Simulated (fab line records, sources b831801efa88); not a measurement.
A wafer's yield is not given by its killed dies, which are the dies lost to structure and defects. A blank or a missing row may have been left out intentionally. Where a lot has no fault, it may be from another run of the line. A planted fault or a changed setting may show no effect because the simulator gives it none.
Which tool was responsible? :: flow sky130 :: 11 lots with 32 wafers sampled at 6 steps, on a route of 708 steps

## WHAT THE GAUGES READ, wafer by wafer
SKY_POLY_GATE_THK_MEAS_01.
lot: L435
measured: day 15 00:14
on: film-metro-04
POLY_GATE_CVD_00_THK (nm): 179.2 178.1 176.4

lot: L438
measured: day 15 00:14
on: film-metro-03
POLY_GATE_CVD_00_THK (nm): 179.7 179.6 179.9

lot: L439
measured: day 15 09:14
on: film-metro-02
POLY_GATE_CVD_00_THK (nm): 179.7 179.8 181.2

lot: L440
measured: day 15 18:44
on: film-metro-04
POLY_GATE_CVD_00_THK (nm): 158.2 157.5 157.1

lot: L441
measured: day 16 01:55
on: film-metro-02
POLY_GATE_CVD_00_THK (nm): 153.0 153.7 151.9

lot: L442
measured: day 16 11:27
on: film-metro-04
POLY_GATE_CVD_00_THK (nm): 159.4 158.3 158.0

lot: L451
measured: day 19 14:49
on: film-metro-03
POLY_GATE_CVD_00_THK (nm): 179.6 180.6 179.1

lot: L452
measured: day 21 17:34
on: film-metro-02
POLY_GATE_CVD_00_THK (nm): 177.8 176.3 176.1

lot: L453
measured: day 21 17:34
on: film-metro-03
POLY_GATE_CVD_00_THK (nm): 181.8 179.8

lot: L454
measured: day 21 17:34
on: film-metro-04
POLY_GATE_CVD_00_THK (nm): 180.8 180.3 180.9

lot: L457
measured: day 21 17:37
on: film-metro-04
POLY_GATE_CVD_00_THK (nm): 178.2 178.5 176.8

SKY_POLY_GATE_CD_MEAS_13: target cd 150 nm.
lot: L435
measured: day 17 11:34
on: cd-sem-02
cd-nm (nm): 149.5 151.4 149.3

lot: L438
measured: day 17 11:56
on: cd-sem-02
cd-nm (nm): 147.5 146.7 148.5

lot: L439
measured: day 17 20:50
on: cd-sem-01
cd-nm (nm): 148.6 148.8 147.4

lot: L440
measured: day 18 07:07
on: cd-sem-01
cd-nm (nm): 148.1 148.5 149.4

lot: L441
measured: day 18 14:49
on: cd-sem-01
cd-nm (nm): 151.0 151.3 151.5

lot: L442
measured: day 19 01:32
on: cd-sem-02
cd-nm (nm): 151.6 149.9 150.7

lot: L451
measured: day 22 06:28
on: cd-sem-01
cd-nm (nm): 150.8 150.2 151.0

lot: L452
measured: day 24 09:04
on: cd-sem-02
cd-nm (nm): 149.6 148.4 149.7

lot: L453
measured: day 24 09:26
on: cd-sem-02
cd-nm (nm): 148.9 149.9

lot: L454
measured: day 24 07:24
on: cd-sem-01
cd-nm (nm): 152.1 151.6 151.4

lot: L457
measured: day 24 09:46
on: cd-sem-02
cd-nm (nm): 149.7 148.6 149.5

SKY_POLY_CUT_OVL_MEAS_09.
lot: L435
measured: day 25 09:09
on: overlay-01
POLY_CUT_OVL (nm): 0 5 0

lot: L438
measured: day 25 10:09
on: overlay-02
POLY_CUT_OVL (nm): 5 3 -1

lot: L439
measured: day 25 19:08
on: overlay-01
POLY_CUT_OVL (nm): -3 0 -6

lot: L440
measured: day 26 04:47
on: overlay-02
POLY_CUT_OVL (nm): 1 3 -6

lot: L441
measured: day 26 11:43
on: overlay-01
POLY_CUT_OVL (nm): -1 8 -2

lot: L442
measured: day 26 20:57
on: overlay-01
POLY_CUT_OVL (nm): 6 11 6

lot: L451
measured: day 29 20:09
on: overlay-02
POLY_CUT_OVL (nm): 4 3 -2

lot: L452
measured: day 31 19:17
on: overlay-01
POLY_CUT_OVL (nm): -7 6 0

lot: L453
measured: day 31 20:51
on: overlay-02
POLY_CUT_OVL (nm): -8 -7

lot: L454
measured: day 31 17:54
on: overlay-01
POLY_CUT_OVL (nm): 3 -2 2

lot: L457
measured: day 31 21:41
on: overlay-01
POLY_CUT_OVL (nm): -6 5 -9

## TOOL THAT RAN EACH LOT (tool first, then ch and the chambers of the sampled wafers, then the start)
lot: L435
SKY_POLY_GATE_CVD_00: lpcvd-01 ch 1, day 14 23:01
SKY_RES_PROTECT_STRIP_07: plasma-asher-04 ch 0,1, day 16 03:03
SKY_POLY_GATE_ETCH_17: rie-si-01 ch 0,1,2, day 17 11:53

lot: L438
SKY_POLY_GATE_CVD_00: lpcvd-01 ch 1, day 14 23:01
SKY_RES_PROTECT_STRIP_07: plasma-asher-02 ch 0,1, day 16 03:23
SKY_POLY_GATE_ETCH_17: rie-si-02 ch 0,2,3, day 17 12:14

lot: L439
SKY_POLY_GATE_CVD_00: lpcvd-01 ch 0, day 15 07:26
SKY_RES_PROTECT_STRIP_07: plasma-asher-04 ch 0,1, day 16 12:54
SKY_POLY_GATE_ETCH_17: rie-si-01 ch 1,2,3, day 17 21:10

lot: L440
SKY_POLY_GATE_CVD_00: lpcvd-01 ch 1, day 15 17:32
SKY_RES_PROTECT_STRIP_07: plasma-asher-04 ch 0,1, day 17 00:06
SKY_POLY_GATE_ETCH_17: rie-si-02 ch 0,2, day 18 07:27

lot: L441
SKY_POLY_GATE_CVD_00: lpcvd-01 ch 1, day 16 00:41
SKY_RES_PROTECT_STRIP_07: plasma-asher-02 ch 0,1, day 17 07:01
SKY_POLY_GATE_ETCH_17: rie-si-02 ch 1,2,3, day 18 15:07

lot: L442
SKY_POLY_GATE_CVD_00: lpcvd-01 ch 1, day 16 10:15
SKY_RES_PROTECT_STRIP_07: plasma-asher-03 ch 0,1, day 17 17:26
SKY_POLY_GATE_ETCH_17: rie-si-01 ch 2,3, day 19 01:52

lot: L451
SKY_POLY_GATE_CVD_00: lpcvd-01 ch 0, day 19 13:37
SKY_RES_PROTECT_STRIP_07: plasma-asher-04 ch 0,1, day 20 21:40
SKY_POLY_GATE_ETCH_17: rie-si-02 ch 1,3, day 22 06:48

lot: L452
SKY_POLY_GATE_CVD_00: lpcvd-01 ch 0, day 21 15:46
SKY_RES_PROTECT_STRIP_07: plasma-asher-04 ch 0,1, day 23 00:36
SKY_POLY_GATE_ETCH_17: rie-si-01 ch 0,1,2, day 24 09:24

lot: L453
SKY_POLY_GATE_CVD_00: lpcvd-01 ch 0, day 21 15:46
SKY_RES_PROTECT_STRIP_07: plasma-asher-02 ch 0,1, day 23 00:54
SKY_POLY_GATE_ETCH_17: rie-si-02 ch 0,2, day 24 09:45

lot: L454
SKY_POLY_GATE_CVD_00: lpcvd-01 ch 1, day 21 15:46
SKY_RES_PROTECT_STRIP_07: plasma-asher-02 ch 0,1, day 23 00:18
SKY_POLY_GATE_ETCH_17: rie-si-01 ch 0,3, day 24 07:44

lot: L457
SKY_POLY_GATE_CVD_00: lpcvd-01 ch 1, day 21 15:46
SKY_RES_PROTECT_STRIP_07: plasma-asher-02 ch 0,1, day 23 01:12
SKY_POLY_GATE_ETCH_17: rie-si-02 ch 0,2, day 24 10:06
- SKY_POLY_GATE_CVD_00: deposits poly-Si, target thk 180 nm, time 720 s.
- SKY_RES_PROTECT_STRIP_07: strips in O2/N2.
- SKY_POLY_GATE_ETCH_17: etches poly-Si in HBr/Cl2, stops on SiO2, target depth 180 nm, time 70.5 s.

## WHAT THE TOOLS THEMSELVES READ (means of the sampled wafers that have a number; where no wafer has one, the mark that the record gives instead)
SKY_POLY_GATE_CVD_00.
lot: L435
tool: lpcvd-01
spike-tc-bottom-C (C): 639.4
spike-tc-centre-C (C): 622.3
spike-tc-lower-C (C): 619.7
spike-tc-upper-C (C): 621.0
susceptor-temp-C (C): 619.91

lot: L438
tool: lpcvd-01
spike-tc-bottom-C (C): 639.2
spike-tc-centre-C (C): 622.6
spike-tc-lower-C (C): 621.2
spike-tc-upper-C (C): 621.8
susceptor-temp-C (C): 620.03

lot: L439
tool: lpcvd-01
spike-tc-bottom-C (C): 637.7
spike-tc-centre-C (C): 621.9
spike-tc-lower-C (C): 620.9
spike-tc-upper-C (C): 619.6
susceptor-temp-C (C): 620.13

lot: L440
tool: lpcvd-01
spike-tc-bottom-C (C): 633.3
spike-tc-centre-C (C): 616.6
spike-tc-lower-C (C): 615.5
spike-tc-upper-C (C): 615.0
susceptor-temp-C (C): 614.01

lot: L441
tool: lpcvd-01
spike-tc-bottom-C (C): 634.2
spike-tc-centre-C (C): 616.1
spike-tc-lower-C (C): 615.6
spike-tc-upper-C (C): 615.8
susceptor-temp-C (C): 614.14

lot: L442
tool: lpcvd-01
spike-tc-bottom-C (C): 633.8
spike-tc-centre-C (C): 617.7
spike-tc-lower-C (C): 614.6
spike-tc-upper-C (C): 615.8
susceptor-temp-C (C): 614.37

lot: L451
tool: lpcvd-01
spike-tc-bottom-C (C): 637.2
spike-tc-centre-C (C): 621.4
spike-tc-lower-C (C): 622.3
spike-tc-upper-C (C): 619.5
susceptor-temp-C (C): 619.83

lot: L452
tool: lpcvd-01
spike-tc-bottom-C (C): 638.3
spike-tc-centre-C (C): 620.8
spike-tc-lower-C (C): 621.7
spike-tc-upper-C (C): 619.8
susceptor-temp-C (C): 620.02

lot: L453
tool: lpcvd-01
spike-tc-bottom-C (C): 637.5
spike-tc-centre-C (C): 620.2
spike-tc-lower-C (C): 622.2
spike-tc-upper-C (C): 618.8
susceptor-temp-C (C): 620.11

lot: L454
tool: lpcvd-01
spike-tc-bottom-C (C): 640.0
spike-tc-centre-C (C): 622.3
spike-tc-lower-C (C): 620.8
spike-tc-upper-C (C): 620.9
susceptor-temp-C (C): 619.81

lot: L457
tool: lpcvd-01
spike-tc-bottom-C (C): 639.8
spike-tc-centre-C (C): 622.6
spike-tc-lower-C (C): 621.0
spike-tc-upper-C (C): 622.0
susceptor-temp-C (C): 620.09

SKY_RES_PROTECT_STRIP_07.
lot: L435
tool: plasma-asher-04
drypump-motor-current-A (A): 6.0
oes-product-au (a.u.): 0.519
strip-time-to-endpoint-s (s): 23.27

lot: L438
tool: plasma-asher-02
drypump-motor-current-A (A): 5.1
oes-product-au (a.u.): 0.513
strip-time-to-endpoint-s (s): 23.38

lot: L439
tool: plasma-asher-04
drypump-motor-current-A (A): 5.9
oes-product-au (a.u.): 0.520
strip-time-to-endpoint-s (s): 23.34

lot: L440
tool: plasma-asher-04
drypump-motor-current-A (A): 6.0
oes-product-au (a.u.): 0.521
strip-time-to-endpoint-s (s): 23.26

lot: L441
tool: plasma-asher-02
drypump-motor-current-A (A): 5.4
oes-product-au (a.u.): 0.517
strip-time-to-endpoint-s (s): 23.32

lot: L442
tool: plasma-asher-03
drypump-motor-current-A (A): 5.8
oes-product-au (a.u.): 0.516
strip-time-to-endpoint-s (s): 23.26

lot: L451
tool: plasma-asher-04
drypump-motor-current-A (A): 5.9
oes-product-au (a.u.): 0.517
strip-time-to-endpoint-s (s): 23.30

lot: L452
tool: plasma-asher-04
drypump-motor-current-A (A): 6.0
oes-product-au (a.u.): 0.519
strip-time-to-endpoint-s (s): 23.22

lot: L453
tool: plasma-asher-02
drypump-motor-current-A (A): 5.2
oes-product-au (a.u.): 0.522
strip-time-to-endpoint-s (s): 23.31

lot: L454
tool: plasma-asher-02
drypump-motor-current-A (A): 5.3
oes-product-au (a.u.): 0.518
strip-time-to-endpoint-s (s): 23.33

lot: L457
tool: plasma-asher-02
drypump-motor-current-A (A): 5.1
oes-product-au (a.u.): 0.514
strip-time-to-endpoint-s (s): 23.29

SKY_POLY_GATE_ETCH_17.
lot: L435
tool: rie-si-01
drypump-motor-current-A (A): 5.7
mfc-cl2-sccm (sccm): 50.02
oes-product-au (a.u.): 0.987
throttle-valve-pct (%): 33.689

lot: L438
tool: rie-si-02
drypump-motor-current-A (A): 5.9
mfc-cl2-sccm (sccm): 49.83
oes-product-au (a.u.): 0.979
throttle-valve-pct (%): 33.691

lot: L439
tool: rie-si-01
drypump-motor-current-A (A): 6.0
mfc-cl2-sccm (sccm): 49.92
oes-product-au (a.u.): 0.985
throttle-valve-pct (%): 33.684

lot: L440
tool: rie-si-02
drypump-motor-current-A (A): 6.1
mfc-cl2-sccm (sccm): 50.18
oes-product-au (a.u.): 0.905
throttle-valve-pct (%): 33.678

lot: L441
tool: rie-si-02
drypump-motor-current-A (A): 5.6
mfc-cl2-sccm (sccm): 49.94
oes-product-au (a.u.): 0.886
throttle-valve-pct (%): 33.687

lot: L442
tool: rie-si-01
drypump-motor-current-A (A): 6.0
mfc-cl2-sccm (sccm): 50.10
oes-product-au (a.u.): 0.909
throttle-valve-pct (%): 33.688

lot: L451
tool: rie-si-02
drypump-motor-current-A (A): 5.4
mfc-cl2-sccm (sccm): 49.92
oes-product-au (a.u.): 0.989
throttle-valve-pct (%): 33.689

lot: L452
tool: rie-si-01
drypump-motor-current-A (A): 5.7
mfc-cl2-sccm (sccm): 50.08
oes-product-au (a.u.): 0.976
throttle-valve-pct (%): 33.677

lot: L453
tool: rie-si-02
drypump-motor-current-A (A): 6.0
mfc-cl2-sccm (sccm): 49.98
oes-product-au (a.u.): 0.982
throttle-valve-pct (%): 33.686

lot: L454
tool: rie-si-01
drypump-motor-current-A (A): 5.8
mfc-cl2-sccm (sccm): 49.99
oes-product-au (a.u.): 0.992
throttle-valve-pct (%): 33.684

lot: L457
tool: rie-si-02
drypump-motor-current-A (A): 6.1
mfc-cl2-sccm (sccm): 49.99
oes-product-au (a.u.): 0.978
throttle-valve-pct (%): 33.681

## THE ANSWER, worked out from the rows above alone
Rule: usual is defined by the lots themselves. Put in order of their means at a reading, lots are off if they are a third of the lots or fewer, leave a main group of 4 or more, and stand apart from it by a gap of 3 or more times the standard deviation of the main group's means; of several such gaps the widest counts. The tables above print the reading to a certain number of digits; a main group whose means all agree to those digits is not used. Also off: a lot with no number at a reading for which 4 or more lots have one. All remaining lots with rows at the step are treated as sound. After the gauges, taken in route order, come the tools' own readings; for these a lot's mean is taken, as printed above. At the first step where some lot is off, the reading lying furthest off is the one used; lots without a number count as furthest.
Off: L440, L441, L442, seen at SKY_POLY_GATE_THK_MEAS_01 (POLY_GATE_CVD_00_THK). The main group has a mean of 179.2 nm with a standard deviation of 1.4.
If a tool, at a process step before that reading, ran all the lots that are off and no sound lot after the first of them, it fits. The gauges at SKY_POLY_GATE_THK_MEAS_01 aren't tried: what is off there is off at SKY_POLY_GATE_CVD_00 too, on other tools, and a gauge's error can't cause that. Of those tried, none fits.

## WHAT WAS PUT IN BY THE SIMULATOR
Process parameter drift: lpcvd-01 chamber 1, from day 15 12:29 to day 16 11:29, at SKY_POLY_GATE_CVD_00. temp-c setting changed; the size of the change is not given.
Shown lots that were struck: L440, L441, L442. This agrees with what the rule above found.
